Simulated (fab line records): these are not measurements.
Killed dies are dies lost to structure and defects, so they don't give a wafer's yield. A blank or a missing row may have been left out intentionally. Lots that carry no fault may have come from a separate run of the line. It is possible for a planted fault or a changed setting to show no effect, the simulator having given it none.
fab line records	flow sky130
record: lots: 7	wafers: 21	lastDay: 49
route steps=708 shown FIELD_ISO@6 PAD_OPEN@708
lots with no fault: from the same line, run without faults
startH: the number of hours between the record's first day and the start of the first shown wafer of the lot	waitH: hours from the lot's prior step to this one	" as in the row above	L1.1+2: a row that stands for several wafers	- no value present, or no start provided	* or withheld: withheld	< > ~ a bound
route shown NAME@n: names a module that has steps shown in the file, with the first one's number in the route	usual: mean/standard deviation taken from wafers without a fault	same: alike in all rows	chamber/n: place in a boat	sites: per-site readings	_std_site: standard deviation of those values	_edge_site: outer sites' mean less inner sites'	radiusMm: for every site, how far away it sits from the centre of the wafer	mask NAME#n: copy n	behind: the last tool/chamber to shape the wafer	hold: cause of the lot's hold/its duration in hours/its outcome	device: names the non-switching transistor (n, p or np)	end of line: at the end of the route, the tests of the same wafers	a step without rows: its recipe alone	killed: not the wafer's yield, but the dies lost to structure and defects at the first sort	map: the dies of a wafer, with x for killed, . for not killed, _ for no die there
set.NAME: the run value of the setting; set.NAME@STEP: its run value at that earlier step	model.NAME: the simulator's own value behind a step, which no gauge read
a table for each step, a row for each wafer; lots at some steps of the route
services: from which hour (startH, from the record's first day; less than 0 if before it) a tool's chamber was out of use, for how many hours, and why
== steps ==
step: SKY_FIELD_ISO_DEHYDRATE_05
recipe: tempC: 200	timeS: 60
step: SKY_FIELD_ISO_HMDS_06
recipe: primeTimeS: 60	primeTempC: 120
step: SKY_FIELD_ISO_COAT_07
recipe: resist: BARC	tempC: withheld	timeS: withheld	spinRpm: 3000	resistThkNm: 60
step: SKY_FIELD_ISO_COAT_08
recipe: resist: KrF-thick	spinRpm: 3000	resistThkNm: 450
step: SKY_FIELD_ISO_SOFTBAKE_09
recipe: tempC: 100	timeS: 90	resist: KrF-thick
step: SKY_FIELD_ISO_EXPOSE_10
recipe: maskId: FOM	na: 0.68	sourceShape: annular	sigmaInner: 0.4	sigmaOuter: 0.8	targetCdNm: 150	doseMj: 28
step: SKY_FIELD_ISO_PEB_11
recipe: pebTempC: withheld	pebTimeS: withheld	resist: KrF-thick
step: SKY_FIELD_ISO_DEVELOP_12
recipe: developTimeS: 60	resist: KrF-thick	devTempC: 21
step: SKY_FIELD_ISO_CD_MEAS_13
recipe: targetCdNm: 150
usual: cdNm: 150.4/1.7
lot.wafer	tool	chamber	startH	waitH	cdNm
L869.3	cdSem-02	-	27.96	-	152.7
L869.4	"	-	"	"	151.0
L869.5	"	-	"	"	152.3
L871.3	cdSem-01	-	39.51	-	150.2
L871.4	"	-	"	"	149.6
L871.6	"	-	"	"	149.8
L879.1	cdSem-02	-	83.48	-	151.8
L879.2	"	-	"	"	151.6
L879.3	"	-	"	"	150.7
L880.2	cdSem-01	-	87.59	-	152.8
L880.5	"	-	"	"	152.2
L880.6	"	-	"	"	152.1
L881.2	cdSem-02	-	93.25	-	152.3
L881.4	"	-	"	"	151.6
L881.5	"	-	"	"	152.9
L884.3	cdSem-01	-	108.17	-	148.2
L884.4	"	-	"	"	146.6
L884.5	"	-	"	"	147.1
L889.1	cdSem-01	-	132.82	-	150.9
L889.4	"	-	"	"	149.3
L889.6	"	-	"	"	149.7
step: SKY_FIELD_ISO_ETCH_14
recipe: chemistry: N2/H2	target: BARC	ionEnergyEv: 200	sourceW: 500	biasW: 100	pressureMtorr: 30	n2FlowSccm: 100	h2FlowSccm: 200	stopOn: SiO2	timeS: 45.9	targetDepthA: 600
usual: biasW: 100.0/0.35	chamberPressureMTorr: 29.997/0.027	drypumpMotorCurrentA: 5.6/0.45	n2FlowSccm: 99.96/0.29	oesProductAu: 0.856/0.005	throttleValvePct: 13.225/0.0093
lot.wafer	tool	chamber	startH	waitH	biasW	chamberPressureMTorr	drypumpMotorCurrentA	n2FlowSccm	oesProductAu	rfHoursCounterH	throttleValvePct
L869.3	rieDiel-04	2	28.04	0.1	99.6	29.986	5.2	99.80	0.856	146	13.216
L869.4	"	0	"	"	100.7	29.952	5.1	100.22	0.856	48	13.233
L869.5	"	0	"	"	99.8	29.983	5.1	99.62	0.861	-	13.237
L871.3	rieDiel-04	1	39.59	0.1	100.2	30.040	5.8	100.12	0.849	5	13.232
L871.4	"	0	"	"	100.4	30.017	5.1	99.93	0.845	48	13.229
L871.6	"	3	"	"	99.8	29.970	5.3	100.53	0.862	-	13.221
L879.1	rieDiel-04	2	83.60	0.1	100.2	30.021	5.2	99.78	0.863	147	13.219
L879.2	"	3	"	"	100.1	29.987	5.3	99.60	0.855	36	13.241
L879.3	"	0	"	"	100.0	29.973	5.1	99.82	0.855	49	13.231
L880.2	rieDiel-04	2	87.69	0.1	100.1	30.046	5.2	100.12	0.858	147	13.219
L880.5	"	2	"	"	99.8	29.967	5.2	100.27	0.847	-	13.219
L880.6	"	3	"	"	99.5	30.012	5.4	99.98	0.854	-	13.230
L881.2	rieDiel-03	2	93.35	0.1	99.5	30.001	6.4	99.64	0.847	112	13.232
L881.4	"	0	"	"	100.1	29.980	5.8	100.33	0.851	6	13.203
L881.5	"	3	"	"	99.9	30.018	5.5	100.08	0.853	-	13.226
L884.3	rieDiel-04	1	108.25	0.1	99.7	30.025	5.8	100.01	0.852	6	13.228
L884.4	"	0	"	"	100.2	29.984	5.1	99.89	0.855	49	13.225
L884.5	"	1	"	"	100.3	30.027	5.8	99.40	0.860	-	13.214
L889.1	rieDiel-03	1	132.94	0.1	99.8	29.956	5.5	99.65	0.862	108	13.210
L889.4	"	0	"	"	99.4	30.064	5.9	99.88	0.858	7	13.232
L889.6	"	0	"	"	99.5	30.028	5.9	99.87	0.857	-	13.223
step: SKY_FIELD_ISO_ETCH_15
recipe: chemistry: CHF3/O2	targetDepthNm: 180	stopOn: Si	sourceW: 600	biasW: 200	pressureMtorr: 40	chf3FlowSccm: 50	O2_flow_sccm: 5	timeS: 72
usual: O2_flow_sccm: 4.998/0.018	biasW: 199.9/0.63	drypumpMotorCurrentA: 5.6/0.44	oesProductAu: 0.944/0.0067	throttleValvePct: 8.844/0.01
lot.wafer	tool	chamber	startH	waitH	O2_flow_sccm	biasW	drypumpMotorCurrentA	oesProductAu	rfHoursCounterH	throttleValvePct
L869.3	rieDiel-04	2	28.08	0.0	4.987	199.5	5.2	0.949	146	8.837
L869.4	"	0	"	"	4.974	199.5	5.1	0.945	48	8.843
L869.5	"	0	"	"	4.972	199.9	5.1	0.954	-	8.836
L871.3	rieDiel-04	1	39.63	0.0	4.980	198.9	5.8	0.937	5	8.831
L871.4	"	0	"	"	4.989	200.1	5.1	0.946	48	8.847
L871.6	"	3	"	"	5.027	200.7	5.3	0.945	-	8.832
L879.1	rieDiel-04	2	83.64	0.0	4.999	200.8	5.2	0.950	147	8.852
L879.2	"	3	"	"	5.002	199.7	5.3	0.943	36	8.865
L879.3	"	0	"	"	4.995	200.1	5.1	0.956	49	8.849
L880.2	rieDiel-04	2	87.73	0.0	5.052	199.9	5.2	0.935	147	8.841
L880.5	"	2	"	"	5.025	200.1	5.2	0.945	-	8.837
L880.6	"	3	"	"	5.019	200.4	5.3	0.945	-	8.854
L881.2	rieDiel-03	2	93.39	0.0	5.007	200.4	6.3	0.945	112	8.855
L881.4	"	0	"	"	4.987	198.9	5.9	0.952	6	8.858
L881.5	"	3	"	"	4.969	200.7	5.5	0.951	-	8.844
L884.3	rieDiel-04	1	108.29	0.0	4.983	199.7	5.8	0.934	6	8.840
L884.4	"	0	"	"	4.999	199.5	5.1	0.942	49	8.844
L884.5	"	1	"	"	4.998	200.0	5.8	0.928	-	8.819
L889.1	rieDiel-03	1	132.98	0.0	4.987	200.0	5.5	0.940	108	8.854
L889.4	"	0	"	"	4.982	199.4	5.9	0.942	7	8.825
L889.6	"	0	"	"	4.969	199.9	5.8	0.948	-	8.835
step: SKY_FIELD_ISO_STRIP_16
recipe: chemistry: O2/N2	powerW: 1400	pressureMtorr: 1500	platenTempC: withheld	o2FlowSccm: 3000	n2FlowSccm: 300	overashFraction: 0.5
usual: drypumpMotorCurrentA: 5.8/0.34	n2FlowSccm: 300.0/0.95	oesProductAu: 0.379/0.0046	stripTimeToEndpointS: 3.560/0.028
lot.wafer	tool	chamber	startH	waitH	drypumpMotorCurrentA	n2FlowSccm	oesProductAu	rfHoursCounterH	stripTimeToEndpointS
L869.3	plasmaAsher-04	0	28.17	0.1	5.8	299.9	0.381	-	3.616
L869.4	"	1	"	"	6.0	299.7	0.381	-	3.544
L869.5	"	0	"	"	5.9	300.3	0.384	-	3.591
L871.3	plasmaAsher-03	1	39.72	0.1	5.8	300.6	0.376	-	3.529
L871.4	"	0	"	"	4.9	299.1	0.377	-	3.534
L871.6	"	1	"	"	5.8	300.0	0.376	-	3.571
L879.1	plasmaAsher-03	1	83.70	0.0	5.8	299.9	0.375	28	3.584
L879.2	"	0	"	"	4.9	299.7	0.386	28	3.599
L879.3	"	0	"	"	4.9	298.0	0.379	-	3.545
L880.2	plasmaAsher-04	1	87.79	0.0	6.0	301.1	0.384	42	3.606
L880.5	"	1	"	"	6.0	299.4	0.380	-	3.558
L880.6	"	0	"	"	5.8	300.6	0.372	-	3.557
L881.2	plasmaAsher-04	1	93.45	0.0	6.0	301.0	0.378	43	3.529
L881.4	"	0	"	"	5.8	298.5	0.380	-	3.514
L881.5	"	1	"	"	6.0	300.2	0.381	-	3.524
L884.3	plasmaAsher-01	0	108.38	0.1	5.9	299.6	0.369	-	3.563
L884.4	"	1	"	"	5.9	298.4	0.378	-	3.533
L884.5	"	0	"	"	5.8	299.5	0.370	-	3.508
L889.1	plasmaAsher-03	0	133.04	0.0	4.9	299.1	0.387	33	3.615
L889.4	"	1	"	"	5.8	299.8	0.374	-	3.540
L889.6	"	0	"	"	4.9	298.9	0.374	-	3.531
step: SKY_FIELD_ISO_ETCH_17
recipe: targetDepthA: 3420	maskMaterial: Si3N4	chemistry: HBr/Cl2/O2	target: Si	taperDeg: 5	icpW: 600	biasW: 150	pressureMtorr: 15	HBr_flow_sccm: 150	Cl2_flow_sccm: 40	O2_flow_sccm: 6	timeS: 97.7
usual: HBr_flow_sccm: 150.1/0.45	O2_flow_sccm: 5.999/0.02	drypumpMotorCurrentA: 5.8/0.56	oesProductAu: 1.001/0.0077	throttleValvePct: 25.656/0.0096
lot.wafer	tool	chamber	startH	waitH	HBr_flow_sccm	O2_flow_sccm	drypumpMotorCurrentA	oesProductAu	rfHoursCounterH	throttleValvePct	model.Si3N4_of_FIELD_ISO_CVD_03.thkNm
L869.3	rieSi-01	3	28.24	0.0	150.5	5.986	5.7	0.997	73	25.649	150.7
L869.4	"	1	"	"	150.8	5.972	5.5	1.001	21	25.665	150.5
L869.5	"	0	"	"	149.5	6.000	5.3	1.002	-	25.661	151.2
L871.3	rieSi-01	0	39.79	0.0	149.8	6.005	5.2	1.003	12	25.652	147.5
L871.4	"	2	"	"	150.1	6.014	6.4	1.023	124	25.633	146.9
L871.6	"	3	"	"	150.0	6.019	5.7	1.004	-	25.656	148.8
L879.1	rieSi-01	1	83.80	0.1	-	-	-	-	-	-	165.6
L879.2	"	0	"	"	-	-	-	-	-	-	166.2
L879.3	"	3	"	"	-	-	-	-	-	-	164.9
L880.2	rieSi-02	3	87.89	0.1	-	-	-	-	-	-	164.4
L880.5	"	3	"	"	-	-	-	-	-	-	164.7
L880.6	"	2	"	"	-	-	-	-	-	-	165.8
L881.2	rieSi-01	0	93.55	0.1	-	-	-	-	-	-	165.5
L881.4	"	3	"	"	-	-	-	-	-	-	166.8
L881.5	"	1	"	"	-	-	-	-	-	-	165.2
L884.3	rieSi-01	2	108.45	0.0	150.2	6.036	6.4	1.004	125	25.648	147.6
L884.4	"	3	"	"	149.8	6.009	5.7	0.999	74	25.655	148.8
L884.5	"	1	"	"	150.4	5.983	5.5	0.992	-	25.661	147.4
L889.1	rieSi-01	1	133.14	0.1	149.5	5.975	5.5	0.993	22	25.667	150.3
L889.4	"	2	"	"	149.9	6.007	6.4	1.000	125	25.656	150.7
L889.6	"	3	"	"	150.3	6.020	5.7	1.002	-	25.665	148.5
step: SKY_FIELD_ISO_WET_ETCH_18
recipe: chemistry: H3PO4	targetDepthNm: 25	tempC: 160	target: Si3N4	timeS: 286
step: SKY_FIELD_ISO_CLEAN_19
recipe: chemistry: SC1/SC2	mix: 1:4:20	tempC: 70	timeS: 150
step: SKY_FIELD_ISO_CLEAN_20
recipe: chemistry: dHF	timeS: 20	dilution: 100:1
step: SKY_FIELD_ISO_WET_ETCH_21
recipe: chemistry: dHF	dilution: 100:1	targetDepthNm: 20	dry: ipaMarangoni	target: SiO2	tempC: 25	timeS: 400
step: SKY_FIELD_ISO_OXIDATION_22
recipe: tempC: 950	ambient: O2	stabiliseS: 600	purgeS: 300	targetThkA: 100	oxTimeS: 623
step: SKY_FIELD_ISO_CVD_24
recipe: material: SiO2	targetThkNm: 595	tempC: 650	sigmaOpenFrac: 0.3	timeS: 99.2	sih4FlowSccm: 60	pressureMtorr: 6
step: SKY_FIELD_ISO_ANNEAL_26
recipe: tempC: 1000	timeS: 1800	ambient: N2
step: SKY_FIELD_ISO_CMP_27
recipe: stopOn: Si3N4	tOverpolishS: 16	downForcePsi: 4	platenRpm: 60	targetThkNm: 457.8	padVelocityMS: 0.94248
usual: headPressurePsi: 4.000/0.0085	motorCurrentA: 12.0/1.7
lot.wafer	tool	chamber	startH	waitH	headPressurePsi	motorCurrentA
L869.3	cmp-01	2	31.77	0.1	3.995	13.2
L869.4	"	0	"	"	3.997	10.0
L869.5	"	2	"	"	4.001	13.9
L871.3	cmp-02	3	44.48	0.0	3.996	13.5
L871.4	"	2	"	"	3.991	14.9
L871.6	"	0	"	"	4.004	11.2
L879.1	cmp-01	3	89.24	0.0	4.004	9.8
L879.2	"	0	"	"	3.996	9.9
L879.3	"	2	"	"	4.011	13.9
L880.2	cmp-01	2	94.35	0.1	3.992	13.2
L880.6	"	1	"	"	4.005	13.1
L880.5	"	2	"	"	4.011	13.3
L881.4	cmp-01	3	98.52	0.1	3.992	9.3
L881.2	"	1	"	"	3.998	12.5
L881.5	"	2	"	"	4.000	12.8
L884.3	cmp-01	2	112.75	0.1	4.009	13.7
L884.4	"	3	"	"	4.017	9.6
L884.5	"	2	"	"	4.007	13.7
L889.1	cmp-02	2	136.45	0.1	3.999	13.2
L889.4	"	3	"	"	3.991	14.1
L889.6	"	1	"	"	3.992	13.5
step: SKY_FIELD_ISO_WET_ETCH_28
recipe: chemistry: dHF	targetDepthNm: 23.7	target: SiO2	dilution: 10:1	tempC: 25	timeS: 47
usual: bathHeatDutyPct: 6.3/0.57	runLengthS: 74.4/2.8
lot.wafer	tool	chamber	startH	waitH	bathHeatDutyPct	runLengthS	model.Si3N4_of_FIELD_ISO_CVD_03.thkNm
L869.3	wetBench-01	1	32.02	0.2	5.6	73.5	119.2
L869.4	"	1	"	"	5.1	73.5	118.8
L869.5	"	1	"	"	5.7	73.5	119.8
L871.3	wetBench-01	3	44.78	0.2	6.1	72.4	116.4
L871.4	"	3	"	"	7.2	72.4	115.8
L871.6	"	3	"	"	5.9	72.4	117.7
L879.1	wetBench-04	1	89.54	0.2	6.5	73.8	133.7
L879.2	"	1	"	"	5.4	73.8	134.2
L879.3	"	1	"	"	7.0	73.8	132.8
L880.2	wetBench-04	3	94.60	0.2	6.4	72.6	133.8
L880.5	"	3	"	"	6.4	72.6	134.2
L880.6	"	3	"	"	6.0	72.6	135.3
L881.2	wetBench-01	1	98.77	0.1	5.8	73.7	134.5
L881.4	"	1	"	"	5.0	73.7	135.6
L881.5	"	1	"	"	5.1	73.7	134
L884.3	wetBench-01	2	113.00	0.2	7.7	73.6	116.5
L884.4	"	2	"	"	8.2	73.6	117.7
L884.5	"	2	"	"	7.2	73.6	116.5
L889.1	wetBench-01	0	136.70	0.2	5.9	71.6	120
L889.4	"	0	"	"	6.2	71.6	120.4
L889.6	"	0	"	"	7.0	71.6	118.3
step: SKY_FIELD_ISO_WET_ETCH_29
recipe: chemistry: H3PO4	targetDepthNm: 160	target: Si3N4	tempC: 160	timeS: 1825
step: SKY_PAD_OPEN_PROBE_99
usual: killed_at_M0_to_M3: 44/7.7	killed_at_M4_up: 3.2/1.7	killedAtContacts: 24/5.3	killedAtFrontEnd: 15/4.3	killedAtOther: 0.3/0.57	killedDies: 87/11	killedOnRim: 17/3.8	killedOpen: 47/7.4	killedShort: 40/6.5
same: grossDies: 492	killedAtBackSide: 0
lot.wafer	tool	chamber	startH	waitH	killed_at_M0_to_M3	killed_at_M4_up	killedAtContacts	killedAtFrontEnd	killedAtOther	killedDies	killedOnRim	killedOpen	killedShort
L869.3	prober-02	-	1068.75	0.2	43	3	24	14	1	85	14	48	37
L869.4	prober-02	-	1068.80	0.2	45	4	22	10	0	81	16	45	36
L869.5	prober-02	-	1068.85	0.2	47	6	25	14	1	93	16	46	47
L871.3	prober-02	-	1090.83	0.2	54	3	19	18	1	95	13	56	39
L871.4	prober-02	-	1090.88	0.2	33	1	15	10	1	60	12	29	31
L871.6	prober-02	-	1090.98	0.2	38	4	22	17	0	81	14	40	41
L879.1	prober-02	-	1138.82	0.1	53	4	25	410	0	492	96	58	37
L879.2	prober-02	-	1138.87	0.1	59	1	20	412	0	492	96	47	37
L879.3	prober-02	-	1138.92	0.2	40	1	30	420	1	492	96	41	42
L880.2	prober-01	-	1144.25	0.1	60	5	27	399	1	492	96	52	50
L880.5	prober-01	-	1144.40	0.2	54	1	17	419	1	492	96	44	43
L880.6	prober-01	-	1144.45	0.2	41	4	34	413	0	492	96	48	45
L881.2	prober-02	-	1145.85	0.1	35	2	25	430	0	492	96	44	32
L881.4	prober-02	-	1145.95	0.2	46	3	20	423	0	492	96	40	45
L881.5	prober-02	-	1146.00	0.2	47	4	23	418	0	492	96	38	50
killed by level:class
L869.3 CONTACT:geometricParticle:open=13 VIA1:geometricParticle:open=12 VIA1:geometricParticle:short=10 VIA2:geometricParticle:open=7 POLY_GATE:geometricParticle:open=5 CONTACT:geometricParticle:short=5 FIELD_ISO:geometricParticle:open=4 FIELD_ISO:geometricParticle:short=3
L869.4 LI_CONTACT:geometricParticle:open=10 VIA1:geometricParticle:open=10 VIA3:geometricParticle:open=7 VIA1:geometricParticle:short=5 POLY_GATE:geometricParticle:open=4 VIA2:geometricParticle:open=4 LI_CONTACT:geometricParticle:short=4 CONTACT:geometricParticle:open=4
L869.5 VIA1:geometricParticle:open=15 LI_CONTACT:geometricParticle:open=8 VIA1:geometricParticle:short=8 CONTACT:geometricParticle:open=6 VIA2:geometricParticle:open=6 METAL4:geometricParticle:short=6 POLY_GATE:geometricParticle:short=5 METAL1:geometricParticle:short=5
L871.3 VIA2:geometricParticle:open=13 VIA1:geometricParticle:open=12 VIA3:geometricParticle:open=12 LI_CONTACT:geometricParticle:open=6 VIA3:geometricParticle:short=5 POLY_GATE:geometricParticle:short=4 POLY_GATE:geometricParticle:open=4 CONTACT:geometricParticle:short=4
L871.4 VIA1:geometricParticle:open=6 METAL2:geometricParticle:short=6 CONTACT:geometricParticle:open=5 LOCAL_INTERCONNECT:geometricParticle:short=4 METAL1:geometricParticle:short=4 VIA2:geometricParticle:open=4 VIA3:geometricParticle:short=4 VIA3:geometricParticle:open=4
L871.6 CONTACT:geometricParticle:open=9 VIA1:geometricParticle:open=9 FIELD_ISO:geometricParticle:short=7 POLY_GATE:geometricParticle:short=5 LI_CONTACT:geometricParticle:open=5 METAL2:geometricParticle:short=5 VIA3:geometricParticle:open=5 CONTACT:geometricParticle:short=4
L879.1 FIELD_ISO:areaEtch=397 VIA1:geometricParticle:open=14 LI_CONTACT:geometricParticle:open=12 METAL1:geometricParticle:short=9 CONTACT:geometricParticle:open=8 VIA1:geometricParticle:short=7 VIA3:geometricParticle:open=6 METAL1:geometricParticle:open=5
L879.2 FIELD_ISO:areaEtch=408 VIA1:geometricParticle:open=16 CONTACT:geometricParticle:open=8 VIA2:geometricParticle:open=8 METAL1:geometricParticle:short=7 VIA1:geometricParticle:short=7 VIA3:geometricParticle:open=7 VIA2:geometricParticle:short=6
L879.3 FIELD_ISO:areaEtch=408 CONTACT:geometricParticle:open=10 LI_CONTACT:geometricParticle:open=8 VIA2:geometricParticle:open=7 VIA1:geometricParticle:short=7 METAL2:geometricParticle:short=6 VIA1:geometricParticle:open=5 FIELD_ISO:geometricParticle:short=4
L880.2 FIELD_ISO:areaEtch=390 VIA1:geometricParticle:open=20 METAL1:geometricParticle:short=8 CONTACT:geometricParticle:open=7 VIA3:geometricParticle:short=6 VIA1:geometricParticle:short=6 VIA2:geometricParticle:open=6 LI_CONTACT:geometricParticle:short=5
L880.5 FIELD_ISO:areaEtch=405 VIA1:geometricParticle:open=12 METAL1:geometricParticle:short=9 METAL2:geometricParticle:short=9 VIA2:geometricParticle:open=9 VIA3:geometricParticle:open=6 FIELD_ISO:geometricParticle:open=5 LI_CONTACT:geometricParticle:open=5
L880.6 FIELD_ISO:areaEtch=399 CONTACT:geometricParticle:open=18 VIA1:geometricParticle:open=8 LI_CONTACT:geometricParticle:open=6 METAL2:geometricParticle:short=6 METAL1:geometricParticle:short=6 VIA3:geometricParticle:short=5 FIELD_ISO:geometricParticle:short=4
L881.2 FIELD_ISO:areaEtch=416 VIA1:geometricParticle:open=10 CONTACT:geometricParticle:open=9 VIA3:geometricParticle:open=6 LI_CONTACT:geometricParticle:open=5 LOCAL_INTERCONNECT:geometricParticle:short=5 CONTACT:geometricParticle:short=5 VIA2:geometricParticle:open=5
L881.4 FIELD_ISO:areaEtch=407 VIA1:geometricParticle:short=8 VIA2:geometricParticle:open=8 CONTACT:geometricParticle:open=6 VIA3:geometricParticle:open=6 VIA2:geometricParticle:short=5 LOCAL_INTERCONNECT:geometricParticle:short=5 METAL1:geometricParticle:short=5
L881.5 FIELD_ISO:areaEtch=404 VIA1:geometricParticle:open=12 METAL2:geometricParticle:short=9 CONTACT:geometricParticle:open=8 METAL1:geometricParticle:short=6 VIA3:geometricParticle:short=6 LI_CONTACT:geometricParticle:short=4 LOCAL_INTERCONNECT:geometricParticle:short=4
map L879.1 (x killed, . not)
__________xxxxxxxxxx_________
________xxxxxxxxxxxxxx_______
______xxxxxxxxxxxxxxxxxx_____
_____xxxxxxxxxxxxxxxxxxxx____
____xxxxxxxxxxxxxxxxxxxxxx___
___xxxxxxxxxxxxxxxxxxxxxxxx__
__xxxxxxxxxxxxxxxxxxxxxxxxxx_
_xxxxxxxxxxxxxxxxxxxxxxxxxxxx
_xxxxxxxxxxxxxxxxxxxxxxxxxxxx
_xxxxxxxxxxxxxxxxxxxxxxxxxxxx
_xxxxxxxxxxxxxxxxxxxxxxxxxxxx
_xxxxxxxxxxxxxxxxxxxxxxxxxxxx
_xxxxxxxxxxxxxxxxxxxxxxxxxxxx
_xxxxxxxxxxxxxxxxxxxxxxxxxxxx
_xxxxxxxxxxxxxxxxxxxxxxxxxxxx
__xxxxxxxxxxxxxxxxxxxxxxxxxx_
___xxxxxxxxxxxxxxxxxxxxxxxx__
____xxxxxxxxxxxxxxxxxxxxxx___
_____xxxxxxxxxxxxxxxxxxxx____
______xxxxxxxxxxxxxxxxxx_____
________xxxxxxxxxxxxxx_______
__________xxxxxxxxxx_________
map L880.2 (x killed, . not)
__________xxxxxxxxxx_________
________xxxxxxxxxxxxxx_______
______xxxxxxxxxxxxxxxxxx_____
_____xxxxxxxxxxxxxxxxxxxx____
____xxxxxxxxxxxxxxxxxxxxxx___
___xxxxxxxxxxxxxxxxxxxxxxxx__
__xxxxxxxxxxxxxxxxxxxxxxxxxx_
_xxxxxxxxxxxxxxxxxxxxxxxxxxxx
_xxxxxxxxxxxxxxxxxxxxxxxxxxxx
_xxxxxxxxxxxxxxxxxxxxxxxxxxxx
_xxxxxxxxxxxxxxxxxxxxxxxxxxxx
_xxxxxxxxxxxxxxxxxxxxxxxxxxxx
_xxxxxxxxxxxxxxxxxxxxxxxxxxxx
_xxxxxxxxxxxxxxxxxxxxxxxxxxxx
_xxxxxxxxxxxxxxxxxxxxxxxxxxxx
__xxxxxxxxxxxxxxxxxxxxxxxxxx_
___xxxxxxxxxxxxxxxxxxxxxxxx__
____xxxxxxxxxxxxxxxxxxxxxx___
_____xxxxxxxxxxxxxxxxxxxx____
______xxxxxxxxxxxxxxxxxx_____
________xxxxxxxxxxxxxx_______
__________xxxxxxxxxx_________
== services ==
tool	chamber	startH	hours	kind
rieSi-01	1	5.28	1.7	repair
rieDiel-03	-	6.29	1.0	repair
cmp-02	-	14.51	1.3	repair
cmp-02	-	14.85	5.4	repair
cmp-02	-	23.30	1.0	repair
cmp-01	-	28.54	1.4	repair
cmp-02	-	31.30	4.3	pm
plasmaAsher-01	-	34.54	7.7	repair
rieSi-01	-	40.85	28.1	pm
rieSi-02	2	51.99	7.4	repair
plasmaAsher-03	-	60.67	6.4	repair
cmp-02	-	64.00	4.0	pm
cmp-02	-	68.00	-	consumableReplace:conditioner
cmp-02	-	68.00	-	consumableReplace:pad
cmp-01	-	71.52	0.9	repair
cmp-01	-	71.85	1.1	repair
plasmaAsher-03	-	88.68	14.6	pm
cmp-02	-	95.06	4.3	repair
rieDiel-04	0	95.75	6.7	repair
rieDiel-03	0	101.03	3.5	repair
cmp-01	-	115.92	8.3	pm
plasmaAsher-01	-	122.45	14.6	pm
plasmaAsher-04	-	123.92	31.8	pm
cmp-01	-	125.21	14.4	repair
== key ==
firstSign: step: SKY_FIELD_ISO_ETCH_17	reading: toolRecord	direction: missing
effect: step: SKY_PAD_OPEN_PROBE_99	reading: killedAtFrontEnd	direction: up	sigmas: 93	usual: 15	struck: 416
modelEffect: step: SKY_FIELD_ISO_ETCH_17	value: Si3N4_of_FIELD_ISO_CVD_03.thkNm	without: 150.6	struck: 165.5
modelEffect: step: SKY_FIELD_ISO_WET_ETCH_28	value: Si3N4_of_FIELD_ISO_CVD_03.thkNm	without: 119.3	struck: 134.2
moreKillsBornAt: SKY_FIELD_ISO_ETCH_17@rieSi-01: 2440	SKY_FIELD_ISO_ETCH_17@rieSi-02: 1194
metAt SKY_FIELD_ISO_ETCH_17
struckWafers L879.1,L879.2,L879.3,L880.2,L880.5,L880.6,L881.2,L881.4,L881.5
laterRowsLeftOut L879.1,L879.2,L879.3,L880.2,L880.5,L880.6,L881.2,L881.4,L881.5
testerLeftOut L879,L880,L881
onsetBetween 39.79 83.80
fault: kind: skippedStepWhole	tool: rieSi-01,rieSi-02	chamber: -	onsetH: 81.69	steps: SKY_FIELD_ISO_ETCH_17	scope: struckLotsOnly
testerLeftOut: of these lots the tester's yield and bins aren't shown, on N5 and GAA mostly nor the transistor test; their killed dies are dies lost to structure and defects alone, not to doping, threshold or leakage, so they don't give the yield
laterRowsLeftOut: the simulator's readings of these wafers behind a module that went badly wrong aren't trusted and aren't shown, but for the sort
